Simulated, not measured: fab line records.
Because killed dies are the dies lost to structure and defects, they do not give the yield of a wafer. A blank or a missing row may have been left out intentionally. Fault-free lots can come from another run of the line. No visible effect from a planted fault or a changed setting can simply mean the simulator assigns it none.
Chamber matching / flow gf180mcu / cmp-01 running GF_V3_CMP_26: 4 sister chambers
The step polishes, stops on SiO2, t overpolish 15 s, target thk 0 nm. 14 wafers are shown with their chamber, then 7 later ones without.

## WAFERS, EACH WITH ITS CHAMBER
wafer=L314.3; chamber=0; motorCurrentA (A)=9.3; timeToEndpointS (s)=80; headPressurePsi (psi)=3.497
wafer=L314.4; chamber=2; motorCurrentA (A)=11.5; timeToEndpointS (s)=87; headPressurePsi (psi)=3.520
wafer=L314.5; chamber=2; motorCurrentA (A)=11.2; timeToEndpointS (s)=90; headPressurePsi (psi)=3.500
wafer=L323.1; chamber=0; motorCurrentA (A)=8.7; timeToEndpointS (s)=81; headPressurePsi (psi)=3.513
wafer=L323.5; chamber=1; motorCurrentA (A)=12.1; timeToEndpointS (s)=80; headPressurePsi (psi)=3.489
wafer=L323.6; chamber=0; motorCurrentA (A)=9.1; timeToEndpointS (s)=79; headPressurePsi (psi)=3.500
wafer=L328.1; chamber=3; motorCurrentA (A)=9.3; timeToEndpointS (s)=79; headPressurePsi (psi)=3.511
wafer=L328.3; chamber=2; motorCurrentA (A)=11.5; timeToEndpointS (s)=86; headPressurePsi (psi)=3.485
wafer=L328.6; chamber=0; motorCurrentA (A)=9.2; timeToEndpointS (s)=78; headPressurePsi (psi)=3.500
wafer=L331.1; chamber=1; motorCurrentA (A)=11.7; timeToEndpointS (s)=83; headPressurePsi (psi)=3.489
wafer=L331.3; chamber=0; motorCurrentA (A)=9.3; timeToEndpointS (s)=77; headPressurePsi (psi)=3.503
wafer=L331.6; chamber=2; motorCurrentA (A)=11.6; timeToEndpointS (s)=85; headPressurePsi (psi)=3.499
wafer=L334.2; chamber=3; motorCurrentA (A)=9.0; timeToEndpointS (s)=76; headPressurePsi (psi)=3.491
wafer=L334.5; chamber=3; motorCurrentA (A)=9.3; timeToEndpointS (s)=76; headPressurePsi (psi)=3.488

SIGNATURES, as means of the wafers listed above
reading=motorCurrentA; chamber 0=9.120; chamber 1=11.900; chamber 2=11.450; chamber 3=9.200; scatter within a chamber=0.219
reading=timeToEndpointS; chamber 0=79.00; chamber 1=81.50; chamber 2=87.00; chamber 3=77.00; scatter within a chamber=1.86
reading=headPressurePsi; chamber 0=3.50260; chamber 1=3.48900; chamber 2=3.50100; chamber 3=3.49667; scatter within a chamber=0.0104
Rule: distance of a wafer from a chamber = root of the sum over the readings of ((wafer's reading minus chamber's mean) / reading's scatter) squared. If the next closest chamber is less than 2 further off than the closest, the wafer can't be placed; otherwise it belongs to the closest. How the scatter is found: for the shown wafers, subtract from each reading the mean of its chamber, square and add these, divide the total by (wafers less chambers), then take the root.

## WAFERS MISSING THEIR CHAMBER
wafer=L334.6; motorCurrentA (A)=11.7; timeToEndpointS (s)=89; headPressurePsi (psi)=3.477
wafer=L336.1; motorCurrentA (A)=8.9; timeToEndpointS (s)=78; headPressurePsi (psi)=3.490
wafer=L336.2; motorCurrentA (A)=10.9; timeToEndpointS (s)=89; headPressurePsi (psi)=3.492
wafer=L336.6; motorCurrentA (A)=9.6; timeToEndpointS (s)=76; headPressurePsi (psi)=3.503
wafer=L337.3; motorCurrentA (A)=11.6; timeToEndpointS (s)=80; headPressurePsi (psi)=3.500
wafer=L337.4; motorCurrentA (A)=11.4; timeToEndpointS (s)=85; headPressurePsi (psi)=3.500
wafer=L337.5; motorCurrentA (A)=9.3; timeToEndpointS (s)=74; headPressurePsi (psi)=3.505

## WHICH CHAMBER EACH WENT THROUGH
wafer=L334.6; from the rows above=can't be placed: 2 or 1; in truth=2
wafer=L336.1; from the rows above=can't be placed: 3 or 0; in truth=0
wafer=L336.2; from the rows above=2; in truth=2
wafer=L336.6; from the rows above=can't be placed: 3 or 0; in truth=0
wafer=L337.3; from the rows above=can't be placed: 1 or 2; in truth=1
wafer=L337.4; from the rows above=2; in truth=2
wafer=L337.5; from the rows above=can't be placed: 3 or 0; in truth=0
Correct placement for 2 of the 7. Unplaceable from these rows: 5, with the true chamber sitting among the candidates in 5. Placed wrongly: 0.
